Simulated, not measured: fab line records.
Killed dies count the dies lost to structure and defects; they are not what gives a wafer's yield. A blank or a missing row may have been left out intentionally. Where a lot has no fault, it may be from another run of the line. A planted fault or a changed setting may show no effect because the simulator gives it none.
Which tool is to blame? + flow sfq-line + 15 lots with 45 wafers sampled at 4 steps, on a route of 325 steps

WHAT THE GAUGES SHOWED, per wafer
SFQ_I1_BOW_MEAS_912.
| lot  | measured     | on            | I1_BOW (um) |
|------|--------------|---------------|-------------|
| L135 | day 12 20:59 | film-metro-04 | -2 9 4      |
| L138 | day 13 17:59 | film-metro-03 | 3 3 -1      |
| L143 | day 15 12:07 | film-metro-04 | 14 11 7     |
| L145 | day 16 03:42 | film-metro-03 | -9 -21 1    |
| L146 | day 16 06:42 | film-metro-02 | 12 5 -5     |
| L147 | day 16 12:42 | film-metro-04 | 7 7 7       |
| L148 | day 16 17:52 | film-metro-02 | 6 -5 -4     |
| L149 | day 17 11:02 | film-metro-03 | -4 -9 -16   |
| L150 | day 17 13:27 | film-metro-04 | 5 -21 3     |
| L151 | day 17 16:26 | film-metro-04 | 3 10 -3     |
| L152 | day 18 02:04 | film-metro-04 | 13 8 6      |
| L153 | day 18 11:26 | film-metro-03 | -9 -4 5     |
| L155 | day 19 15:14 | film-metro-02 | -5 -5 16    |
| L157 | day 20 04:38 | film-metro-02 | -2 2 7      |
| L158 | day 20 07:37 | film-metro-02 | 22 10 9     |

SFQ_M2_OVL_MEAS_916.
| lot  | measured     | on         | M2_OVL (nm) |
|------|--------------|------------|-------------|
| L135 | day 17 22:50 | overlay-01 | -9 -3 -3    |
| L138 | day 18 21:32 | overlay-02 | -6 -10 -3   |
| L143 | day 20 22:18 | overlay-02 | 0 2 0       |
| L145 | day 21 10:17 | overlay-02 | -13 -8 -6   |
| L146 | day 21 13:53 | overlay-01 | -2 -1 3     |
| L147 | day 21 22:17 | overlay-02 | 0 -5 3      |
| L148 | day 22 02:37 | overlay-01 | -1 -4 -1    |
| L149 | day 22 21:49 | overlay-01 | -8 1 -4     |
| L150 | day 23 02:37 | overlay-02 | -5 -5 -10   |
| L151 | day 23 05:01 | overlay-02 | -7 -7 -1    |
| L152 | day 23 18:13 | overlay-02 | -2 -9 -11   |
| L153 | day 24 00:13 | overlay-01 | -9 -11 1    |
| L155 | day 24 19:25 | overlay-01 | -1 9 6      |
| L157 | day 25 12:01 | overlay-02 | 1 -4 -3     |
| L158 | day 25 20:31 | overlay-01 | 5 1 3       |

SFQ_I3_OVL_MEAS_923.
| lot  | measured     | on         | I3_OVL (nm) |
|------|--------------|------------|-------------|
| L135 | day 32 06:58 | overlay-01 | 8 0 1       |
| L138 | day 33 12:52 | overlay-01 | -3 6 -1     |
| L143 | day 35 04:29 | overlay-01 | 3 1 -3      |
| L145 | day 35 22:01 | overlay-01 | 9 6 13      |
| L146 | day 36 04:01 | overlay-01 | 4 -6 -5     |
| L147 | day 36 08:49 | overlay-02 | 9 11 2      |
| L148 | day 36 16:01 | overlay-02 | -3 -9 -4    |
| L149 | day 37 07:37 | overlay-02 | 1 6 -4      |
| L150 | day 37 12:26 | overlay-02 | 0 1 4       |
| L151 | day 37 20:49 | overlay-02 | -1 0 -4     |
| L152 | day 38 02:50 | overlay-02 | -12 -9 -6   |
| L153 | day 38 11:13 | overlay-02 | 9 8 8       |
| L155 | day 39 10:02 | overlay-02 | -7 -7 -4    |
| L157 | day 39 18:26 | overlay-02 | 3 -3 -3     |
| L158 | day 40 06:13 | overlay-01 | 9 9 7       |

TOOL THAT RAN EACH LOT (tool first, then ch and the chambers of the sampled wafers, then the start)
| lot  | SFQ_TRILAYER_I0_DEP_PECVD_027   |
|------|---------------------------------|
| L135 | pecvd-03 ch 0,2, day 7 21:44    |
| L138 | pecvd-04 ch 1,2, day 8 12:08    |
| L143 | pecvd-04 ch 1,2, day 9 21:55    |
| L145 | pecvd-03 ch 0,1,2, day 10 09:44 |
| L146 | pecvd-03 ch 1,2, day 10 16:56   |
| L147 | pecvd-03 ch 0,1, day 10 22:56   |
| L148 | pecvd-01 ch 0,1,2, day 11 04:56 |
| L149 | pecvd-01 ch 1,2, day 11 15:52   |
| L150 | pecvd-04 ch 0,1,2, day 11 17:04 |
| L151 | pecvd-01 ch 0,1,2, day 12 03:52 |
| L152 | pecvd-01 ch 0,2, day 12 16:50   |
| L153 | pecvd-01 ch 0,1,2, day 12 20:26 |
| L155 | pecvd-04 ch 0,1, day 13 12:02   |
| L157 | pecvd-03 ch 0,1,2, day 14 01:14 |
| L158 | pecvd-03 ch 0,1,2, day 14 06:02 |
- SFQ_TRILAYER_I0_DEP_PECVD_027: deposits SiO2 from SiH4/N2O, time 111.11 s, target thk 500 nm.

WHAT THE TOOLS THEMSELVES READ (means of the sampled wafers that have a number; where no wafer has one, the mark that the record gives instead)
SFQ_TRILAYER_I0_DEP_PECVD_027.
| lot  | tool     | heater-power-w (W) | rf-fwd-power-W (W) | throttle-valve-pct (%) |
|------|----------|--------------------|--------------------|------------------------|
| L135 | pecvd-03 | 95                 | 183.3              | 23.6                   |
| L138 | pecvd-04 | 91                 | 182.5              | 24.2                   |
| L143 | pecvd-04 | 91                 | 182.0              | 24.2                   |
| L145 | pecvd-03 | 99                 | 153.3              | 24.2                   |
| L146 | pecvd-03 | 99                 | 153.8              | 24.7                   |
| L147 | pecvd-03 | 92                 | 153.4              | 24.2                   |
| L148 | pecvd-01 | 76                 | 182.3              | 23.0                   |
| L149 | pecvd-01 | 70                 | 181.9              | 22.9                   |
| L150 | pecvd-04 | 89                 | 181.8              | 24.7                   |
| L151 | pecvd-01 | 72                 | 181.9              | 23.1                   |
| L152 | pecvd-01 | 76                 | 182.1              | 23.0                   |
| L153 | pecvd-01 | 71                 | 182.4              | 23.0                   |
| L155 | pecvd-04 | 88                 | 181.7              | 25.3                   |
| L157 | pecvd-03 | 93                 | 182.3              | 24.2                   |
| L158 | pecvd-03 | 88                 | 182.4              | 24.3                   |

THE ANSWER, worked out from the rows above alone
Rule: the usual values come from the lots themselves. The widest of any qualifying gaps counts: lots, ordered by their means at a reading, are off when they make up no more than a third of the lots, leave a main group of 4 or more, and stand apart from it by 3 or more times the standard deviation of that group's means. The tables above print the reading to a certain number of digits; a main group whose means all agree to those digits is not used. Also off: a lot with no number at a reading for which 4 or more lots have one. Where the step has rows for the other lots, those lots are counted as sound. First the gauges in route order, then the tools' own readings, where a lot's mean is used as printed above. At the first step where some lot is off, the reading lying furthest off is the one used; lots without a number count as furthest.
Off, at SFQ_TRILAYER_I0_DEP_PECVD_027 on rf-fwd-power-W: L145, L146, L147. The main group has a mean of 182.2 W with a standard deviation of 0.41.
If a tool, at that step or one of the process steps before it, ran each lot that is off and ran no sound lot following the first of them, it fits. No candidate that was tried fits.

WHAT HAD BEEN PUT IN BY THE SIMULATOR
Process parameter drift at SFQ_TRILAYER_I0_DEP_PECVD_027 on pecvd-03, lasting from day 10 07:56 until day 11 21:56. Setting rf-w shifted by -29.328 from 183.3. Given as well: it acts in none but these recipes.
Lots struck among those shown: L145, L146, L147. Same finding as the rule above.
